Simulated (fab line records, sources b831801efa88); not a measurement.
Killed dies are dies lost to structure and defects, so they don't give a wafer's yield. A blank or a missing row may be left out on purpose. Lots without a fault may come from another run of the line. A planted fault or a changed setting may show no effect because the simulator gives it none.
A struck lot beside a sound one | flow gf180mcu | 15 steps out of a route of 602
Sound: wafers L256.1, L256.2, L256.3. Struck: wafers L249.3, L249.6. (L249.2 of the same lot was not struck and is left out.) The cause comes at the end.
At each step with rows: each side's tool, then ch and its chambers, then its first start. Under that, the readings that differ: sound wafers | struck wafers | difference of the means | sigmas: that difference in standard deviations of wafers without a fault.
alike: readings whose means differ by less than 2 such deviations, and words and numbers that are the same on both sides. not compared: withheld readings, readings that some wafer has no value for, bounds like >300 that may hide the same value, and numbers for which the record gives no deviation and whose values overlap.
The two part at a step that has a row with sigmas, a row that says differs or no value, or rows on one side only. Numbers that don't overlap but have no deviation are shown without sigmas and don't part them. A reading that every wafer of one side lacks parts them only if that side has two wafers or more.

first, 4 steps without rows for these wafers: GF_V1_SOFTBAKE_10 (time 60 s); GF_V1_EXPOSE_11 (exposes mask Via1, target cd 260 nm); GF_V1_PEB_12 (peb time 90 s); GF_V1_DEVELOP_13 (develop time 60 s).
GF_V1_CD_MEAS_14: target cd 260 nm.
  sound on cd_sem-01, day 25 05:10; struck on cd_sem-01, day 23 06:59
  alike: cd_nm
GF_V1_OVL_MEAS_15:
  sound on overlay-01, day 25 05:17; struck on overlay-01, day 23 07:06
  alike: V1_OVL
GF_V1_ETCH_16: etches BARC in N2/H2.
  sound on rie_diel-03 ch 0,1,2, day 25 05:20; struck on rie_diel-04 ch 2,3, day 23 07:08
  reading                | sound                | struck        | difference | sigmas
  throttle_valve_pct (%) | 13.221 13.227 13.238 | 13.209 13.210 | -0.019     | -2
  alike: drypump_motor_current_A, oes_product_au
GF_V1_ETCH_17: etches SiO2 in C4F8/O2/Ar, stops on TiN, target depth 630 nm.
  sound on rie_diel-03 ch 0,1,2; struck on rie_diel-04 ch 2,3
  alike: oes_product_au
GF_V1_STRIP_18: strips in O2/N2.
  sound on plasma_asher-03 ch 0,1, day 25 05:28; struck on plasma_asher-03 ch 0,1, day 23 07:16
  alike: drypump_motor_current_A, heater_power_w, oes_product_au
  not compared: rf_hours_counter_h
then, 2 steps without rows for these wafers: GF_V1_STRIP_19 (strips in post etch residue remover, time 1200 s); GF_V1_CLEAN_20 (cleans in DIW).
GF_V1_SPUTTER_21: material Ti, target thk 15 nm, time 80.02 s.
  sound on pvd_sputter-01, day 25 05:59; struck on pvd_sputter-03, day 23 07:48
  alike: throttle_valve_pct
GF_V1_SPUTTER_22: material TiN, target thk 10 nm, time 40 s.
  sound on pvd_sputter-01, day 25 06:03; struck on pvd_sputter-03, day 23 07:52
  reading                                | sound            | struck     | difference | sigmas
  model.TiN_of_V1_SPUTTER_22.thk_nm (nm) | 10.1 10.04 10.05 | 8.148 8.03 | -1.974     |
  alike: throttle_valve_pct
GF_V1_CVD_23: deposits W, target thk 350 nm, time 105.05 s.
  sound on cvd_w-02 ch 0,1, day 25 06:05; struck on cvd_w-01 ch 0,1, day 23 07:54
  alike: heater_power_outer_w, heater_power_w
then, 1 step without rows for these wafers: GF_PASSIVATION_PROBE_99.

WHERE THEY PART
Only at GF_V1_ETCH_16, within this record. Later steps at which nothing parts them and some readings are alike: GF_V1_ETCH_17, GF_V1_STRIP_18, GF_V1_SPUTTER_21, GF_V1_SPUTTER_22, GF_V1_CVD_23.

WHY: what the simulator had put in
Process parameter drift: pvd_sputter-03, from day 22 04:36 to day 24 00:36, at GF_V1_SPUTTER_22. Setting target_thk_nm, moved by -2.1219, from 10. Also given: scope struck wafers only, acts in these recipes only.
